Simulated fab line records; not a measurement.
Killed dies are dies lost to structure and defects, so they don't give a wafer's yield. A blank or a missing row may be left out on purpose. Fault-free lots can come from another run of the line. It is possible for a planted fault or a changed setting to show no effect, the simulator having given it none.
A struck lot beside a sound one :: flow sky130 :: 15 steps out of a route of 708
Sound: the wafers L825.1, L825.2, L825.5. Struck: wafer L832.1; the same lot's L832.3 was not struck, so it is left out; see the end for the cause.
At each step with rows: each side's tool, then ch and its chambers, then its first start. Under that, the readings that differ: sound wafers :: struck wafers :: difference of the means :: sigmas: that difference in standard deviations of wafers without a fault.
alike: a reading whose means differ by less than 2 such deviations, as well as words and numbers matching on both sides. not compared: withheld readings; readings where some wafer has no value; bounds like >300 that might hide an equal value; numbers whose values overlap and for which the record gives no deviation.
Wherever a step has rows on one side only, a row that says differs or no value, or a row with sigmas, the two part there. When numbers do not overlap yet have no deviation, they are printed without sigmas and do not part them. A reading missing from all wafers of one side parts the sides only when that side holds two or more wafers.

SKY_VIA3_CD_MEAS_12: the cd target is 200 nm.
  sound on cdSem-01, day 42 20:19; struck on cdSem-01, day 44 14:29
  alike: cdNm
SKY_VIA3_OVL_MEAS_13:
  sound on overlay-01, day 42 20:26; struck on overlay-01, day 44 14:36
  alike: VIA3_OVL
SKY_VIA3_ETCH_14: etches BARC in N2/H2, stops on SiO2, time 45.9 s, target depth 60 nm.
  sound on rieDiel-02 ch 0,1, day 42 20:29; struck on rieDiel-02 ch 1, day 44 14:38
  alike: chamberPressureMTorr, drypumpMotorCurrentA, oesProductAu, throttleValvePct
  not compared: rfHoursCounterH
then, 1 step without rows for these wafers: SKY_VIA3_ETCH_15 (etches SiO2 in C4F8/O2/Ar, stops on TiN, target depth 507 nm, time 78 s).
SKY_VIA3_STRIP_16: strips in O2/N2.
  sound on plasmaAsher-01 ch 0,1, day 42 20:35; struck on plasmaAsher-01 ch 0, day 44 14:44
  alike: chamberPressureMTorr, drypumpMotorCurrentA, oesProductAu, stripTimeToEndpointS
  not compared: rfHoursCounterH
then, 3 steps without rows for these wafers: SKY_VIA3_STRIP_17 (strips in post etch residue remover, time 1200 s); SKY_VIA3_CLEAN_18 (cleans in IPA, time 180 s); SKY_VIA3_CLEAN_19 (cleans in O3/DIW).
SKY_VIA3_SPUTTER_20: material TiN, target thk 20 nm, time 80 s.
  sound on pvdSputter-03, day 42 21:10; struck on pvdSputter-01, day 44 15:20
  alike: throttleValvePct
SKY_VIA3_CVD_21: deposits W, target thk 390 nm, time 117.31 s.
  sound on cvdW-01 ch 0,1, day 42 21:14; struck on cvdW-02 ch 0, day 44 15:23
  alike: heaterPowerOuterW, heaterPowerW
SKY_VIA3_RS_MEAS_22: the measuring method here is four-point-probe.
  sound on filmMetro-02, day 42 21:21; struck on filmMetro-03, day 44 15:31
  alike: VIA3_W_RS
SKY_VIA3_THK_MEAS_23: measures by xrf.
  sound on filmMetro-02, day 42 21:28; struck on filmMetro-03, day 44 15:38
  alike: VIA3_W_THK
SKY_VIA3_CMP_24: polishes, stops on SiO2, t overpolish 20 s, target thk 0 nm.
  sound on cmp-02 ch 0,2,3, day 42 21:35; struck on cmp-01 ch 2, day 44 15:42
reading: overpolishRunS (s)
sound: 20.003 20.001 19.997
struck: 0.033
difference: -19.967
sigmas: -99 or more

reading: timeToEndpointS (s)
sound: 88 98 90
struck: 147
difference: +55
sigmas: +12
  alike: motorCurrentA
SKY_METAL4_SPUTTER_00: material Ti, target thk 15 nm, time 10 s.
  sound wafers here have rows in the record (pvdSputter-01, day 42 21:50); struck ones have none
-- the record jumps here: 5 days lie between the struck wafers' starts before and after (it left off in module METAL4 and takes up again in module PAD_OPEN, whose first step shown is number 708 of the route) --
SKY_PAD_OPEN_PROBE_99:
  record: rows for the struck wafers here (prober-02, day 49 20:49), none for the sound ones

== WHERE THEY PART ==
First at SKY_VIA3_CMP_24; last, within this record, at SKY_PAD_OPEN_PROBE_99.

WHY: the cause the simulator had injected
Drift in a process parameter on cmp-01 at SKY_VIA3_CMP_24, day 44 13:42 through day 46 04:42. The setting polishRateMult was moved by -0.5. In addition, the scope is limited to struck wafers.
